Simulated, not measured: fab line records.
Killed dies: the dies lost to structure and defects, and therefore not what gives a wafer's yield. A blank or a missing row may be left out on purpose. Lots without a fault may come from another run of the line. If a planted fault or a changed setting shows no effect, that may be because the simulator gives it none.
fab line records | flow gf180mcu
record: lots: 24 wafers: 72 last_day: 34
route steps=602 shown MVSD@73 VT_IMPLANT@99 HV_LDD@196 V4@494 V5@543 TOP_METAL@571
lots that met no fault: taken from a fault-free run of the same line
start_h: the number of hours between the record's first day and the start of the first shown wafer of the lot | wait_h: time in hours since the lot's previous step | " the same as in the row above | L1.1+2: a single row standing in for several wafers | - no value, or no start given | * or withheld: withheld | < > ~ a bound
route shown NAME@n: a module of which the file shows steps, and the number in the route of the first | usual: mean/standard deviation taken from wafers without a fault | same: alike in all rows | chamber/n: place in a boat | sites: each site's reading | _std_site: standard deviation of those values | _edge_site: outer sites' mean less inner sites' | radius_mm: how far each site lies from the wafer's centre | mask NAME#n: copy n | behind: tool/chamber where the wafer was last shaped | hold: reason for holding the lot/hours on hold/outcome of the hold | device: the transistor (n, p or np) that didn't switch | end of line: the tests these same wafers got at the end of their route | where a step has no rows: the recipe by itself | killed: count of dies lost to structure and defects at first sort (not the wafer's yield) | map: a wafer's dies, x killed, . not, _ none there
set.NAME: the setting that was run; set.NAME@STEP: the one run at that earlier step | model.NAME: the simulator's own value behind a step, which no gauge read
one table for each step of the route and one row for each wafer, over a sample of lots
services: when a tool's chamber went out of use (start_h, in hours from the record's first day, below 0 if earlier), for how many hours, and the reason
== steps ==
step: GF_MVSD_OVL_MEAS_07
usual: MVSD_OVL: -0.2/1.5
columns lot.wafer tool chamber start_h wait_h MVSD_OVL[nm]
L074.1 overlay-02 - 84.03 - -0.3
L074.2 " - " " 1.7
L074.3 " - " " 0.8
L075.1 overlay-02 - 87.58 - 0.3
L075.2 " - " " -1.6
L075.4 " - " " -0.3
L076.2 overlay-01 - 93.23 - -0.2
L076.5 " - " " 0.4
L076.6 " - " " 2.3
L077.1 overlay-01 - 99.08 - 0.6
L077.3 " - " " 1.2
L077.6 " - " " 1.0
L078.2 overlay-01 - 105.73 - -2.1
L078.5 " - " " -0.6
L078.6 " - " " -2.0
L079.1 overlay-02 - 110.93 - 1.6
L079.3 " - " " 0.7
L079.6 " - " " -0.4
L080.2 overlay-01 - 115.57 - -0.4
L080.3 " - " " -0.5
L080.4 " - " " 1.5
L081.2 overlay-01 - 123.73 - 2.5
L081.3 " - " " -0.1
L081.6 " - " " 1.2
L082.3 overlay-01 - 129.69 - 0.8
L082.4 " - " " -1.9
L082.5 " - " " -0.9
L083.3 overlay-01 - 132.79 - -1.0
L083.5 " - " " -2.0
L083.6 " - " " -0.3
L084.2 overlay-01 - 140.18 - 0.3
L084.3 " - " " -0.8
L084.5 " - " " 3.0
L085.1 overlay-02 - 146.92 - -2.6
L085.2 " - " " -2.5
L085.5 " - " " -2.1
L086.3 overlay-01 - 152.44 - 0.8
L086.4 " - " " 1.7
L086.6 " - " " 2.1
L087.1 overlay-02 - 159.16 - -2.0
L087.3 " - " " -5.2
L087.4 " - " " -2.7
L088.4 overlay-01 - 163.94 - -0.7
L088.5 " - " " -0.9
L088.6 " - " " -1.7
L089.2 overlay-01 - 169.07 - 1.4
L089.4 " - " " -0.8
L089.5 " - " " 0.9
L090.1 overlay-01 - 174.91 - 1.2
L090.3 " - " " 0.1
L090.4 " - " " 1.6
L091.3 overlay-01 - 181.04 - -0.8
L091.4 " - " " 1.2
L091.5 " - " " -0.2
L092.2 overlay-01 - 187.23 - 1.0
L092.3 " - " " 0.6
L092.6 " - " " 0.7
L093.3 overlay-01 - 192.62 - -2.3
L093.4 " - " " 0.9
L093.5 " - " " -1.2
L094.2 overlay-02 - 199.68 - -0.4
L094.3 " - " " -1.6
L094.4 " - " " 0.7
L095.1 overlay-02 - 202.22 - -2.2
L095.2 " - " " -2.6
L095.3 " - " " -4.4
L096.1 overlay-01 - 209.27 - -0.2
L096.4 " - " " 0.0
L096.6 " - " " -0.3
L097.2 overlay-01 - 217.33 - 0.9
L097.4 " - " " -0.6
L097.5 " - " " 0.7
step: GF_VT_IMPLANT_STRIP_09
recipe: chemistry: O2/N2 power_w: 1400 pressure_mtorr: 1500 platen_temp_c: 250 o2_flow_sccm: 3000 n2_flow_sccm: 300 overash_fraction: 0.5
usual: chamber_pressure_mTorr: 1500.0/1.4 drypump_motor_current_A: 5.51/0.26 heater_power_w: 336/28 oes_product_au: 0.716/0.0047 strip_time_to_endpoint_s: 12.64/0.039
columns lot.wafer tool chamber start_h wait_h chamber_pressure_mTorr drypump_motor_current_A heater_power_w oes_product_au rf_hours_counter_h strip_time_to_endpoint_s
L074.1 plasma_asher-04 1 112.41 0.1 1500.5 5.23 313 0.720 33 12.65
L074.2 " 0 " " 1501.4 5.31 312 0.707 33 12.67
L074.3 " 1 " " 1500.8 5.21 327 0.714 - 12.64
L075.1 plasma_asher-03 1 117.25 0.1 1499.4 5.97 387 0.714 47 12.69
L075.2 " 0 " " 1500.5 5.51 326 0.711 47 12.67
L075.4 " 1 " " 1500.6 5.98 379 0.724 - 12.69
L076.2 plasma_asher-04 0 123.35 0.1 1502.5 5.32 302 0.712 34 12.66
L076.5 " 1 " " 1501.7 5.23 321 0.712 - 12.60
L076.6 " 0 " " 1500.2 5.32 306 0.718 - 12.62
L077.1 plasma_asher-03 0 128.55 0.1 1499.5 5.58 322 0.718 48 12.69
L077.3 " 0 " " 1501.5 5.56 331 0.710 - 12.65
L077.6 " 1 " " 1500.6 5.95 383 0.723 - 12.62
L078.2 plasma_asher-04 0 135.65 0.1 1500.7 5.31 306 0.718 35 12.66
L078.5 " 0 " " 1497.8 5.29 309 0.719 - 12.65
L078.6 " 1 " " 1498.5 5.21 330 0.719 - 12.61
L079.1 plasma_asher-02 0 140.95 0.1 1499.2 5.61 300 0.718 2 12.67
L079.3 " 1 " " 1499.1 5.29 357 0.718 - 12.67
L079.6 " 0 " " 1502.1 5.63 303 0.719 - 12.62
L080.2 plasma_asher-02 1 147.35 0.1 1497.1 5.23 359 0.716 3 12.65
L080.3 " 1 " " 1501.0 5.26 357 0.714 - 12.65
L080.4 " 0 " " 1498.6 5.60 309 0.715 - 12.67
L081.2 plasma_asher-03 0 155.66 0.1 1500.1 5.52 324 0.708 50 12.62
L081.3 " 1 " " 1501.1 5.97 380 0.716 - 12.66
L081.6 " 0 " " 1498.3 5.53 326 0.712 - 12.67
L082.3 plasma_asher-03 0 160.69 0.1 1499.8 5.56 329 0.712 - 12.70
L082.4 " 1 " " 1500.6 5.97 389 0.714 - 12.68
L082.5 " 0 " " 1501.2 5.53 327 0.723 - 12.64
L083.3 plasma_asher-02 1 165.39 0.1 1498.3 5.25 347 0.709 - 12.75
L083.5 " 0 " " 1499.9 5.62 315 0.711 - 12.71
L083.6 " 1 " " 1498.2 5.23 354 0.719 - 12.67
L084.2 plasma_asher-03 1 172.65 0.1 1501.6 5.96 384 0.715 52 12.62
L084.3 " 1 " " 1499.0 5.96 387 0.711 - 12.61
L084.5 " 1 " " 1496.5 5.97 398 0.711 - 12.58
L085.1 plasma_asher-02 1 180.45 0.1 1502.0 5.29 355 0.714 7 12.66
L085.2 " 0 " " 1499.5 5.64 310 0.711 7 12.65
L085.5 " 0 " " 1500.9 5.63 308 0.725 - 12.66
L086.3 plasma_asher-04 0 185.23 0.1 1500.8 5.32 320 0.717 - 12.69
L086.4 " 1 " " 1501.4 5.23 313 0.721 - 12.62
L086.6 " 1 " " 1500.1 5.22 320 0.718 - 12.65
L087.1 plasma_asher-03 0 192.45 0.1 1501.2 5.59 323 0.721 54 12.61
L087.3 " 1 " " 1499.5 5.95 379 0.711 - 12.65
L087.4 " 0 " " 1500.8 5.57 318 0.713 - 12.60
L088.4 plasma_asher-03 0 198.24 0.1 1503.0 5.57 332 0.710 - 12.60
L088.5 " 0 " " 1499.5 5.55 336 0.715 - 12.65
L088.6 " 1 " " 1499.9 5.96 380 0.714 - 12.65
L089.2 plasma_asher-04 0 202.45 0.1 1498.3 5.33 313 0.712 43 12.61
L089.4 " 0 " " 1498.0 5.32 311 0.712 - 12.63
L089.5 " 1 " " 1500.3 5.24 319 0.719 - 12.64
L090.1 plasma_asher-03 0 210.01 0.1 1498.8 5.53 336 0.709 56 12.63
L090.3 " 1 " " 1501.8 5.96 391 0.708 - 12.66
L090.4 " 0 " " 1500.1 5.54 330 0.720 - 12.65
L091.3 plasma_asher-02 0 216.78 0.1 1500.2 5.64 308 0.726 - 12.63
L091.4 " 1 " " 1499.7 5.29 357 0.717 - 12.61
L091.5 " 0 " " 1499.0 5.66 312 0.713 - 12.62
L092.2 plasma_asher-02 1 222.91 0.1 1498.9 5.26 351 0.714 11 12.60
L092.3 " 1 " " 1499.1 5.28 358 0.704 - 12.57
L092.6 " 0 " " 1498.3 5.62 321 0.712 - 12.56
L093.3 plasma_asher-04 0 229.03 0.1 1500.5 5.34 309 0.715 - 12.65
L093.4 " 1 " " 1497.7 5.24 325 0.722 - 12.61
L093.5 " 1 " " 1499.2 5.23 321 0.717 - 12.59
L094.2 plasma_asher-03 1 236.69 0.1 1501.9 5.97 388 0.727 59 12.56
L094.3 " 0 " " 1500.6 5.53 327 0.717 - 12.58
L094.4 " 1 " " 1499.6 5.95 388 0.724 - 12.56
L095.1 plasma_asher-02 1 239.30 0.1 1501.3 5.26 352 0.722 13 12.65
L095.2 " 0 " " 1501.2 5.63 306 0.719 13 12.65
L095.3 " 0 " " 1499.9 5.64 313 0.720 - 12.67
L096.1 plasma_asher-04 0 246.09 0.1 1499.1 5.29 311 0.722 47 12.66
L096.4 " 0 " " 1497.9 5.31 314 0.716 - 12.70
L096.6 " 0 " " 1499.4 5.31 305 0.713 - 12.68
L097.2 plasma_asher-02 0 254.04 0.1 1500.8 5.60 308 0.713 15 12.56
L097.4 " 1 " " 1499.8 5.23 356 0.712 - 12.58
L097.5 " 1 " " 1498.9 5.22 350 0.713 - 12.57
step: GF_HV_LDD_OVL_MEAS_20
usual: HV_LDD_01_OVL: -0.5/1.4
columns lot.wafer tool chamber start_h wait_h HV_LDD_01_OVL[nm]
L074.1 overlay-02 - 236.29 0.1 -0.9
L074.2 " - " " -1.1
L074.3 " - " " -3.3
L075.1 overlay-02 - 240.73 0.1 -0.7
L075.2 " - " " 0.8
L075.4 " - " " 1.9
L076.2 overlay-02 - 246.44 0.1 -2.4
L076.5 " - " " 0.1
L076.6 " - " " -1.8
L077.1 overlay-01 - 252.96 0.1 -1.2
L077.3 " - " " -2.5
L077.6 " - " " -1.9
L078.2 overlay-02 - 263.73 0.1 -2.7
L078.5 " - " " 0.7
L078.6 " - " " -1.1
L079.1 overlay-01 - 272.29 0.1 -2.1
L079.3 " - " " -1.4
L079.6 " - " " -2.6
L080.2 overlay-02 - 279.95 0.1 0.0
L080.3 " - " " -1.4
L080.4 " - " " -0.7
L081.2 overlay-02 - 290.90 0.1 0.9
L081.3 " - " " 1.5
L081.6 " - " " 1.1
L082.3 overlay-01 - 297.10 0.1 0.1
L082.4 " - " " -0.9
L082.5 " - " " -0.4
L083.3 overlay-02 - 302.84 0.1 -0.6
L083.5 " - " " -1.3
L083.6 " - " " -1.5
L084.2 overlay-02 - 313.94 0.1 0.1
L084.3 " - " " -1.8
L084.5 " - " " 0.6
L085.1 overlay-02 - 320.89 0.1 -1.0
L085.2 " - " " -0.1
L085.5 " - " " 0.5
L086.3 overlay-02 - 328.74 0.1 0.6
L086.4 " - " " 0.0
L086.6 " - " " 2.1
L087.1 overlay-02 - 335.99 0.1 0.2
L087.3 " - " " 1.3
L087.4 " - " " -2.2
L088.4 overlay-01 - 341.90 0.1 -0.4
L088.5 " - " " 0.4
L088.6 " - " " -1.0
L089.2 overlay-01 - 347.93 0.1 1.2
L089.4 " - " " 0.3
L089.5 " - " " -0.3
L090.1 overlay-01 - 354.64 0.1 -2.8
L090.3 " - " " -1.6
L090.4 " - " " -3.6
L091.3 overlay-02 - 362.60 0.1 1.4
L091.4 " - " " 2.0
L091.5 " - " " 0.2
L092.2 overlay-02 - 371.55 0.1 -0.6
L092.3 " - " " 0.2
L092.6 " - " " 1.0
L093.3 overlay-02 - 379.79 0.1 -3.1
L093.4 " - " " -0.9
L093.5 " - " " -3.3
L094.2 overlay-01 - 388.79 0.1 -0.9
L094.3 " - " " -2.6
L094.4 " - " " -0.7
L095.1 overlay-01 - 390.78 0.1 -0.3
L095.2 " - " " -0.8
L095.3 " - " " 0.3
L096.1 overlay-01 - 398.93 0.1 1.3
L096.4 " - " " 2.8
L096.6 " - " " 1.7
L097.2 overlay-01 - 409.25 0.1 0.1
L097.4 " - " " 0.2
L097.5 " - " " -0.2
step: GF_V4_STRIP_18
recipe: chemistry: O2/N2 power_w: 1400 pressure_mtorr: 1500 platen_temp_c: 250 o2_flow_sccm: 3000 n2_flow_sccm: 300 overash_fraction: 0.5
usual: chamber_pressure_mTorr: 1499.9/1.3 drypump_motor_current_A: 5.55/0.28 heater_power_w: 318/16 oes_product_au: 0.593/0.0047
columns lot.wafer tool chamber start_h wait_h chamber_pressure_mTorr drypump_motor_current_A heater_power_w oes_product_au rf_hours_counter_h
L074.1 plasma_asher-02 1 560.59 - 1499.5 5.27 350 0.589 45
L074.2 " 0 " " 1502.0 5.64 313 0.590 45
L074.3 " 1 " " 1500.6 5.28 350 0.592 -
L075.1 plasma_asher-04 1 567.14 - 1499.3 5.22 317 0.594 79
L075.2 " 0 " " 1501.7 5.33 314 0.589 79
L075.4 " 0 " " 1499.0 5.32 319 0.600 -
L076.2 plasma_asher-04 1 577.75 - 1500.6 5.23 324 0.594 80
L076.5 " 1 " " 1499.4 5.23 322 0.586 -
L076.6 " 0 " " 1501.3 5.32 311 0.594 -
L077.1 plasma_asher-01 0 581.34 - 1501.0 6.05 318 0.584 92
L077.3 " 1 " " 1498.8 5.62 296 0.596 -
L077.6 " 1 " " 1499.0 5.61 300 0.598 -
L078.2 plasma_asher-02 0 595.59 - 1499.9 5.63 308 0.594 49
L078.5 " 1 " " 1500.4 5.25 352 0.597 -
L078.6 " 0 " " 1500.6 5.61 317 0.590 -
L079.1 plasma_asher-02 0 605.89 - 1499.3 5.62 315 0.581 50
L079.3 " 0 " " 1498.9 5.60 311 0.585 -
L079.6 " 1 " " 1502.9 5.25 347 0.594 -
L080.2 plasma_asher-02 1 611.70 - 1500.7 5.25 352 0.589 51
L080.3 " 1 " " 1497.4 5.27 342 0.592 -
L080.4 " 0 " " 1500.0 5.62 312 0.595 -
L081.2 plasma_asher-01 0 623.59 - 1499.6 6.04 324 0.594 96
L081.3 " 1 " " 1499.4 5.58 305 0.599 -
L081.6 " 1 " " 1499.3 5.58 303 0.580 -
L082.3 plasma_asher-01 1 630.44 - 1498.1 5.60 299 0.587 -
L082.4 " 0 " " 1500.8 6.00 317 0.587 -
L082.5 " 0 " " 1499.0 6.01 327 0.595 -
L083.3 plasma_asher-02 1 635.44 - 1500.6 5.25 357 0.596 -
L083.5 " 0 " " 1500.0 5.59 304 0.597 -
L083.6 " 1 " " 1497.9 5.26 360 0.589 -
L084.2 plasma_asher-01 0 648.05 - 1498.2 5.97 324 0.594 99
L084.3 " 1 " " 1499.7 5.60 305 0.598 -
L084.5 " 0 " " 1498.7 5.98 326 0.592 -
L085.1 plasma_asher-04 0 653.54 - 1497.9 5.32 307 0.592 88
L085.2 " 1 " " 1500.2 5.25 315 0.589 88
L085.5 " 0 " " 1501.5 5.31 311 0.598 -
L086.3 plasma_asher-04 1 660.54 - 1497.8 5.22 321 0.589 -
L086.4 " 0 " " 1500.4 5.33 303 0.584 -
L086.6 " 1 " " 1498.9 5.23 322 0.599 -
L087.1 plasma_asher-01 0 666.59 - 1501.3 6.06 321 0.585 101
L087.3 " 0 " " 1498.9 6.04 314 0.594 -
L087.4 " 1 " " 1499.8 5.60 297 0.591 -
L088.4 plasma_asher-01 0 674.24 - 1501.4 5.99 317 0.593 -
L088.5 " 1 " " 1498.7 5.61 289 0.589 -
L088.6 " 0 " " 1499.8 6.03 316 0.598 -
L089.2 plasma_asher-01 1 678.04 - 1501.6 5.59 299 0.601 103
L089.4 " 1 " " 1498.5 5.59 302 0.590 -
L089.5 " 0 " " 1498.7 6.01 325 0.589 -
L090.1 plasma_asher-04 1 682.99 - 1500.9 5.24 327 0.593 91
L090.3 " 0 " " 1501.2 5.34 312 0.586 -
L090.4 " 1 " " 1504.4 5.24 325 0.591 -
L091.3 plasma_asher-02 1 692.98 - 1501.3 5.23 347 0.590 -
L091.4 " 0 " " 1500.8 5.63 306 0.586 -
L091.5 " 1 " " 1498.6 5.23 359 0.589 -
L092.2 plasma_asher-01 1 702.14 - 1499.0 5.59 302 0.596 105
L092.3 " 0 " " 1501.1 6.06 315 0.597 -
L092.6 " 0 " " 1499.3 6.09 319 0.587 -
L093.3 plasma_asher-04 0 706.18 - 1500.0 5.31 310 0.595 -
L093.4 " 1 " " 1499.3 5.24 329 0.597 -
L093.5 " 1 " " 1498.8 5.24 319 0.595 -
L094.2 plasma_asher-02 0 713.09 - 1500.3 5.61 308 0.592 62
L094.3 " 0 " " 1501.4 5.58 303 0.589 -
L094.4 " 1 " " 1499.9 5.26 344 0.598 -
L095.1 plasma_asher-01 0 713.84 - 1498.8 5.99 330 0.595 106
L095.2 " 1 " " 1498.5 5.60 302 0.589 106
L095.3 " 0 " " 1499.8 5.99 316 0.586 -
L096.1 plasma_asher-01 1 718.55 - 1499.8 5.60 303 0.587 107
L096.4 " 1 " " 1501.2 5.59 301 0.589 -
L096.6 " 0 " " 1498.4 5.97 317 0.598 -
L097.2 plasma_asher-04 0 728.65 - 1498.0 5.32 310 0.586 96
L097.4 " 1 " " 1501.8 5.25 317 0.597 -
L097.5 " 1 " " 1498.4 5.23 317 0.595 -
step: GF_V5_THK_MEAS_03
recipe: reads: SiO2_of_V5_CVD_02
usual: V5_CVD_02_THK: 1453/19
columns lot.wafer tool chamber start_h wait_h V5_CVD_02_THK[nm]
L074.1 film_metro-04 - 607.71 0.1 1441
L074.2 " - " " 1439
L074.3 " - " " 1431
L075.1 film_metro-04 - 613.15 0.1 1425
L075.2 " - " " 1419
L075.4 " - " " 1440
L076.2 film_metro-04 - 623.31 0.1 1436
L076.5 " - " " 1460
L076.6 " - " " 1461
L077.1 film_metro-02 - 626.55 0.1 1428
L077.3 " - " " 1451
L077.6 " - " " 1456
L078.2 film_metro-04 - 639.82 0.1 1457
L078.5 " - " " 1453
L078.6 " - " " 1461
L079.1 film_metro-02 - 649.41 0.1 1419
L079.3 " - " " 1426
L079.6 " - " " 1455
L080.2 film_metro-01 - 655.25 0.1 1455
L080.3 " - " " 1432
L080.4 " - " " 1474
L081.2 film_metro-02 - 666.17 0.1 1435
L081.3 " - " " 1460
L081.6 " - " " 1451
L082.3 film_metro-02 - 672.43 0.1 1437
L082.4 " - " " 1450
L082.5 " - " " 1464
L083.3 film_metro-04 - 677.23 0.1 1442
L083.5 " - " " 1453
L083.6 " - " " 1446
L084.2 film_metro-01 - 689.01 0.1 1451
L084.3 " - " " 1467
L084.5 " - " " 1476
L085.1 film_metro-01 - 694.57 0.1 1446
L085.2 " - " " 1460
L085.5 " - " " 1473
L086.3 film_metro-04 - 701.72 0.1 1440
L086.4 " - " " 1469
L086.6 " - " " 1449
L087.1 film_metro-02 - 707.70 0.1 1425
L087.3 " - " " 1410
L087.4 " - " " 1454
L088.4 film_metro-02 - 714.59 0.0 1466
L088.5 " - " " 1456
L088.6 " - " " 1448
L089.2 film_metro-01 - 717.26 0.1 1453
L089.4 " - " " 1485
L089.5 " - " " 1483
L090.1 film_metro-02 - 721.66 0.1 1445
L090.3 " - " " 1463
L090.4 " - " " 1474
L091.3 film_metro-02 - 732.29 0.1 1465
L091.4 " - " " 1480
L091.5 " - " " 1496
L092.2 film_metro-02 - 741.66 0.1 1439
L092.3 " - " " 1457
L092.6 " - " " 1476
L093.3 film_metro-01 - 744.34 0.1 1455
L093.4 " - " " 1498
L093.5 " - " " 1491
L094.2 film_metro-02 - 749.68 0.1 1460
L094.3 " - " " 1458
L094.4 " - " " 1481
L095.1 film_metro-02 - 750.14 0.1 1427
L095.2 " - " " 1414
L095.3 " - " " 1435
L096.1 film_metro-02 - 755.90 0.1 1453
L096.4 " - " " 1486
L096.6 " - " " 1489
L097.2 film_metro-04 - 764.96 0.1 1429
L097.4 " - " " 1465
L097.5 " - " " 1458
step: GF_TOP_METAL_SPUTTER_04
recipe: material: TiN target_thk_nm: 25 power_w: 6500 time_s: 20.8 chamber_pressure_pa: 0.4
usual: throttle_valve_pct: 29.7/0.71
columns lot.wafer tool chamber start_h wait_h throttle_valve_pct
L074.1 pvd_sputter-03 - 630.13 0.0 30.5
L074.2 " - " " 29.3
L074.3 " - " " 29.8
L075.1 pvd_sputter-03 - 636.28 0.0 29.8
L075.2 " - " " 30.5
L075.4 " - " " 29.4
L076.2 pvd_sputter-02 - 645.74 0.0 28.9
L076.5 " - " " 29.2
L076.6 " - " " 30.0
L077.1 pvd_sputter-03 - 648.23 0.0 29.3
L077.3 " - " " 29.5
L077.6 " - " " 29.8
L078.2 pvd_sputter-03 - 661.16 0.0 29.2
L078.5 " - " " 30.0
L078.6 " - " " 29.0
L079.1 pvd_sputter-02 - 670.64 0.0 28.9
L079.3 " - " " 29.1
L079.6 " - " " 31.0
L080.2 pvd_sputter-02 - 676.85 0.0 31.1
L080.3 " - " " 28.9
L080.4 " - " " 30.2
L081.2 pvd_sputter-02 - 687.54 0.0 28.8
L081.3 " - " " 31.1
L081.6 " - " " 30.2
L082.3 pvd_sputter-01 - 692.99 0.0 28.6
L082.4 " - " " 29.2
L082.5 " - " " 29.3
L083.3 pvd_sputter-01 - 698.35 0.0 29.9
L083.5 " - " " 28.5
L083.6 " - " " 29.5
L084.2 pvd_sputter-01 - 709.74 0.0 29.4
L084.3 " - " " 30.5
L084.5 " - " " 29.5
L085.1 pvd_sputter-01 - 715.63 0.0 29.3
L085.2 " - " " 29.6
L085.5 " - " " 29.6
L086.3 pvd_sputter-01 - 721.74 0.0 29.6
L086.4 " - " " 28.9
L086.6 " - " " 29.6
L087.1 pvd_sputter-03 - 727.78 0.0 29.7
L087.3 " - " " 29.3
L087.4 " - " " 30.4
L088.4 pvd_sputter-03 - 733.65 0.0 29.9
L088.5 " - " " 29.3
L088.6 " - " " 29.8
L089.2 pvd_sputter-01 - 737.38 0.0 28.5
L089.4 " - " " 29.4
L089.5 " - " " 29.3
L090.1 pvd_sputter-02 - 741.79 0.0 28.8
L090.3 " - " " 29.3
L090.4 " - " " 30.9
L091.3 pvd_sputter-01 - 750.68 0.0 28.7
L091.4 " - " " 29.3
L091.5 " - " " 29.4
L092.2 pvd_sputter-01 - 760.27 0.0 30.8
L092.3 " - " " 29.6
L092.6 " - " " 29.4
L093.3 pvd_sputter-02 - 763.23 0.0 30.9
L093.4 " - " " 30.4
L093.5 " - " " 30.7
L094.2 pvd_sputter-01 - 768.03 0.0 28.9
L094.3 " - " " 29.2
L094.4 " - " " 29.2
L095.1 pvd_sputter-02 - 768.86 0.0 29.1
L095.2 " - " " 28.5
L095.3 " - " " 30.1
L096.1 pvd_sputter-03 - 774.41 0.0 30.0
L096.4 " - " " 30.2
L096.6 " - " " 30.6
L097.2 pvd_sputter-02 - 782.90 0.0 28.7
L097.4 " - " " 30.2
L097.5 " - " " 30.6
== services ==
columns tool chamber start_h hours kind
plasma_asher-03 - 89.92 4.2 repair
pvd_sputter-01 - 100.69 9.7 repair
plasma_asher-02 - 108.75 9.0 pm
pvd_sputter-02 - 126.16 4.6 repair
plasma_asher-04 - 144.11 0.6 repair
pvd_sputter-01 - 152.62 0.7 repair
plasma_asher-03 - 242.40 11.3 repair
pvd_sputter-01 - 250.76 12.2 repair
pvd_sputter-01 - 328.15 0.7 repair
plasma_asher-02 - 336.08 0.4 repair
plasma_asher-02 - 359.58 28.1 pm
plasma_asher-04 - 378.14 34.6 pm
plasma_asher-03 - 421.25 9.0 pm
plasma_asher-02 - 427.25 0.4 repair
plasma_asher-03 - 432.07 1.6 repair
plasma_asher-04 - 437.56 1.2 repair
plasma_asher-02 - 470.57 2.8 pm
plasma_asher-01 - 500.93 2.1 repair
plasma_asher-02 - 518.65 4.5 repair
plasma_asher-01 - 543.85 2.8 pm
plasma_asher-04 - 560.38 3.5 repair
pvd_sputter-01 - 588.96 2.7 repair
plasma_asher-02 - 718.37 3.0 repair
plasma_asher-01 - 733.75 9.0 pm
== key ==
fault none
